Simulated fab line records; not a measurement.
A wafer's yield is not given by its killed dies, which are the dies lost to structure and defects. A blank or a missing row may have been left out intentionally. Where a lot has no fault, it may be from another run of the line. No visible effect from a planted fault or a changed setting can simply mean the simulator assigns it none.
Check for tools in common || flow sky130 || 13 lots, 45 wafers sampled

## REASON IT WAS OPENED
Of 13 lots, 2 have the reading SD_N_RS flagged at SKY_SD_N_RS_MEAS_16. No-fault wafers: 68.55 ohm/sq, standard deviation 0.11.
Rule: a lot is flagged when every wafer of it that has a number lies more than 4 standard deviations from that mean, or none has a number. As for the other lots, they are considered sound.

{"lot": "L974", "measured": "day 29 04:45", "on": "film_metro-03", "SD_N_RS (ohm/sq), wafer by wafer": "68.51 68.32 68.59", "flag": ""}
{"lot": "L975", "measured": "day 29 08:57", "on": "film_metro-01", "SD_N_RS (ohm/sq), wafer by wafer": "68.74 68.56 68.70", "flag": ""}
{"lot": "L976", "measured": "day 29 09:11", "on": "film_metro-03", "SD_N_RS (ohm/sq), wafer by wafer": "68.60 68.51 68.38", "flag": ""}
{"lot": "L978", "measured": "day 29 16:46", "on": "film_metro-04", "SD_N_RS (ohm/sq), wafer by wafer": "68.44 68.49 68.46", "flag": ""}
{"lot": "L977", "measured": "day 29 16:53", "on": "film_metro-01", "SD_N_RS (ohm/sq), wafer by wafer": "68.68 68.68 68.55", "flag": ""}
{"lot": "L985", "measured": "day 31 16:05", "on": "film_metro-04", "SD_N_RS (ohm/sq), wafer by wafer": "51.40 51.41 51.40 51.34 51.35 51.43", "flag": "FLAGGED"}
{"lot": "L987", "measured": "day 32 21:26", "on": "film_metro-03", "SD_N_RS (ohm/sq), wafer by wafer": "51.22 51.24 51.29 51.30 51.21 51.25", "flag": "FLAGGED"}
{"lot": "L990", "measured": "day 33 06:28", "on": "film_metro-01", "SD_N_RS (ohm/sq), wafer by wafer": "68.51 68.51 68.49", "flag": ""}
{"lot": "L992", "measured": "day 33 17:56", "on": "film_metro-03", "SD_N_RS (ohm/sq), wafer by wafer": "68.53 68.54 68.47", "flag": ""}
{"lot": "L994", "measured": "day 34 18:31", "on": "film_metro-03", "SD_N_RS (ohm/sq), wafer by wafer": "68.63 68.61 68.50", "flag": ""}
{"lot": "L995", "measured": "day 35 14:43", "on": "film_metro-03", "SD_N_RS (ohm/sq), wafer by wafer": "68.56 68.65 68.52", "flag": ""}
{"lot": "L996", "measured": "day 35 15:43", "on": "film_metro-03", "SD_N_RS (ohm/sq), wafer by wafer": "68.56 68.63 68.70", "flag": ""}
{"lot": "L997", "measured": "day 35 18:41", "on": "film_metro-01", "SD_N_RS (ohm/sq), wafer by wafer": "68.39 68.49 68.47", "flag": ""}
The numbers of the flagged lots are 51.32 ohm/sq on average: -17.23 ohm/sq against the usual, or -99 or more standard deviations.

## EACH LOT AND THE TOOL IT RAN ON
The record keeps 1 process step preceding the reading, out of 708 steps on the route. Each cell gives the tool, then ch followed by the chambers the sampled wafers passed through, then the start.
{"lot": "L974", "flag": "", "SKY_SD_N_RTA_14": "rtp_anneal-02 ch 0, day 29 04:34"}
{"lot": "L975", "flag": "", "SKY_SD_N_RTA_14": "rtp_anneal-02 ch 0, day 29 08:47"}
{"lot": "L976", "flag": "", "SKY_SD_N_RTA_14": "rtp_anneal-01 ch 0, day 29 09:01"}
{"lot": "L978", "flag": "", "SKY_SD_N_RTA_14": "rtp_anneal-02 ch 0, day 29 16:35"}
{"lot": "L977", "flag": "", "SKY_SD_N_RTA_14": "rtp_anneal-01 ch 0, day 29 16:43"}
{"lot": "L985", "flag": "FLAGGED", "SKY_SD_N_RTA_14": "rtp_anneal-02 ch 0, day 31 15:55"}
{"lot": "L987", "flag": "FLAGGED", "SKY_SD_N_RTA_14": "rtp_anneal-02 ch 0, day 32 21:14"}
{"lot": "L990", "flag": "", "SKY_SD_N_RTA_14": "rtp_anneal-01 ch 0, day 33 06:17"}
{"lot": "L992", "flag": "", "SKY_SD_N_RTA_14": "rtp_anneal-01 ch 0, day 33 17:46"}
{"lot": "L994", "flag": "", "SKY_SD_N_RTA_14": "rtp_anneal-01 ch 0, day 34 18:20"}
{"lot": "L995", "flag": "", "SKY_SD_N_RTA_14": "rtp_anneal-02 ch 0, day 35 14:33"}
{"lot": "L996", "flag": "", "SKY_SD_N_RTA_14": "rtp_anneal-01 ch 0, day 35 15:32"}
{"lot": "L997", "flag": "", "SKY_SD_N_RTA_14": "rtp_anneal-02 ch 0, day 35 18:31"}
What is done by these steps:
- SKY_SD_N_RTA_14: time 2 s.
- SKY_SD_N_RS_MEAS_16: measures by four-point-probe.

## FLAGGED OVER TOTAL, TOOL BY TOOL (the gauges that took the reading come last)
{"step": "SKY_SD_N_RTA_14", "tool": "rtp_anneal-01", "lots run": 6, "flagged": 0, "share of the flagged lots": "none", "sound lots run after its first flagged lot": "-"}
{"step": "SKY_SD_N_RTA_14", "tool": "rtp_anneal-02", "lots run": 7, "flagged": 2, "share of the flagged lots": "all", "sound lots run after its first flagged lot": "2 (L995,L997)"}
{"step": "SKY_SD_N_RS_MEAS_16", "tool": "film_metro-01", "lots run": 4, "flagged": 0, "share of the flagged lots": "none", "sound lots run after its first flagged lot": "-"}
{"step": "SKY_SD_N_RS_MEAS_16", "tool": "film_metro-03", "lots run": 7, "flagged": 1, "share of the flagged lots": "some", "sound lots run after its first flagged lot": "4 (L992,L994,L995,L996)"}
{"step": "SKY_SD_N_RS_MEAS_16", "tool": "film_metro-04", "lots run": 2, "flagged": 1, "share of the flagged lots": "some", "sound lots run after its first flagged lot": 0}

## WHAT THE TABLE ALLOWS
Rows of the table that ran each flagged lot: 1, that is rtp_anneal-02 at SKY_SD_N_RTA_14.
- rtp_anneal-02 at SKY_SD_N_RTA_14 ran 7 lots, 2 of them flagged. Sound lots followed the first flagged one (L995, L997) on it, something a lasting fault affecting the whole tool could not allow.
There is no row in the table that ran each flagged lot and no sound lot after the first.

## WHAT WAS PUT IN BY THE SIMULATOR
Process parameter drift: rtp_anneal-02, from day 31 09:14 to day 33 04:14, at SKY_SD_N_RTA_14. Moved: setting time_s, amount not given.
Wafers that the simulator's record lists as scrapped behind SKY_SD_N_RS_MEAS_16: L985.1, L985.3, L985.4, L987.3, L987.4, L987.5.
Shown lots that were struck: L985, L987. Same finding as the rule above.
